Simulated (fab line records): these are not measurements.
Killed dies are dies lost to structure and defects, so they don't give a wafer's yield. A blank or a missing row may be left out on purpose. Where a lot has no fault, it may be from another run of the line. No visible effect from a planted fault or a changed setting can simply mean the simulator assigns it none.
Struck lot and sound lot, side by side -- flow sky130 -- 19 steps out of a route of 708
Sound: wafers L338.1, L338.2, L338.5. The struck wafers were L349.1, L349.3, L349.4. The cause is given at the end.
Each step with rows lists, per side, the tool, then ch with its chambers, then its first start. Under that, the readings that differ: sound wafers -- struck wafers -- difference of the means -- sigmas: that difference in standard deviations of wafers without a fault.
alike: readings with means less than 2 such deviations apart, plus words and numbers identical on both sides. not compared: withheld readings, readings lacking a value on some wafer, bounds such as >300 that could conceal the same value, and numbers that have no deviation in the record and whose values overlap.
A row with sigmas, a row that says differs or no value, or rows on one side alone: a step with any of these is where the two part. When numbers do not overlap yet have no deviation, they are printed without sigmas and do not part them. Lack of a reading on every wafer of one side parts them only where that side has two or more wafers.

SKY_VIA4_THK_MEAS_20: measures by xrf.
  sound: film metro-01 at day 44 09:58; struck: film metro-02 at day 48 01:19
  alike: VIA4_W_THK
SKY_VIA4_CMP_21: polishes, stops on SiO2, t overpolish 25 s, target thk 0 nm.
  sound on cmp-02 ch 1,2,3, day 44 10:13; struck on cmp-02 ch 0,1,2, day 48 01:49
reading,sound,struck,difference,sigmas
retaining ring pressure frac,0.997 0.995 1.002,1.015 1.010 1.002,+0.011,+2
  alike: motor current A, overpolish run s, platen rpm, time to endpoint s
SKY_METAL5_SPUTTER_00: material Ti, target thk 15 nm, time 10 s.
  sound: pvd sputter-01 at day 44 10:25; struck: pvd sputter-01 at day 48 02:07
  alike: chamber pressure pa, throttle valve pct
then, 1 step without rows for these wafers: SKY_METAL5_SPUTTER_01 (material TiN, target thk 20 nm, time 16.7 s).
SKY_METAL5_SPUTTER_02: material AlCu, target thk 1150 nm, time 61.2 s.
  sound: pvd sputter-01 at day 44 10:28; struck: pvd sputter-01 at day 48 02:10
  alike: chamber pressure pa, throttle valve pct
SKY_METAL5_SPUTTER_03: material Ti, target thk 5 nm, time 3.3 s.
  sound: pvd sputter-01 at day 44 10:31; struck: pvd sputter-01 at day 48 02:13
  alike: chamber pressure pa, throttle valve pct
SKY_METAL5_SPUTTER_04: material TiN, target thk 70 nm, time 58.3 s.
  sound: pvd sputter-01 at day 44 10:32; struck: pvd sputter-01 at day 48 02:13
  alike: chamber pressure pa, throttle valve pct
SKY_METAL5_RS_MEAS_05: uses a four-point probe to measure.
  sound: film metro-03 at day 44 10:38; struck: film metro-01 at day 48 02:16
  alike: METAL5_ALCU_RS
SKY_METAL5_THK_MEAS_06: measures by xrf.
  sound: film metro-03 at day 44 10:45; struck: film metro-01 at day 48 02:23
  alike: METAL5_ALCU_THK
then, 3 steps without rows for these wafers: SKY_METAL5_DEHYDRATE_07 (time 60 s); SKY_METAL5_HMDS_08 (prime time 60 s); SKY_METAL5_COAT_09 (resist thk 1800 nm).
SKY_METAL5_SOFTBAKE_10: time 60 s.
  sound on litho track-03 ch 0, day 44 22:17; struck on litho track-01 ch 0, day 48 10:58
reading,sound,struck,difference,sigmas
heater power total W (W),56.60 56.62 56.61,58.51 58.45 58.37,+1.83,+42
plate temp C (C),90.02 90.00 89.82,92.06 92.17 92.16,+2.18,+17
model.NOVOLAK_of_METAL5_COAT_09.thk nm (nm),1804 1807 1805,1791 1793 1795,-12,
  alike: chill plate temp C, resist line temp C
then, 3 steps without rows for these wafers: SKY_METAL5_EXPOSE_11 (exposes mask MM5, target cd 1600 nm); SKY_METAL5_PEB_12; SKY_METAL5_DEVELOP_13 (develop time 60 s).
SKY_METAL5_DESCUM_14: chemistry O2, time 11 s.
  sound on rie metal-01 ch 1, day 45 08:31; struck on rie metal-04 ch 1, day 48 19:54
reading,sound,struck,difference,sigmas
drypump motor current A (A),6.3 6.3 6.3,5.2 5.2 5.2,-1.1,-2
model.NOVOLAK_of_METAL5_COAT_09.thk nm (nm),1793 1796 1794,1781 1783 1784,-12,
  alike: he backside leak sccm, oes product au
  not compared: rf hours counter h
then, 1 step without rows for these wafers: SKY_METAL5_METAL_ETCH_15 (etches the open film in Cl2/BCl3, stops on SiO2, target depth 1260 nm, time 252 s).
SKY_PAD_OPEN_PROBE_99:
  sound: prober-02 at day 47 06:23; struck: prober-02 at day 50 14:44
  alike: defect limited yield, killed_at_M0_to_M3, killed_at_M4_up, killed at contacts, killed at front end, killed at other, killed dies, killed open, killed short, sort_bin_3_pad_short, sort_bin_5_function, sort_bin_6_memory, sort n pass, sort yield pct

WHERE THEY PART
First at SKY_VIA4_CMP_21; last, within this record, at SKY_METAL5_DESCUM_14. Later steps at which nothing parts them and some readings are alike: SKY_PAD_OPEN_PROBE_99.

WHY: what had been put in by the simulator
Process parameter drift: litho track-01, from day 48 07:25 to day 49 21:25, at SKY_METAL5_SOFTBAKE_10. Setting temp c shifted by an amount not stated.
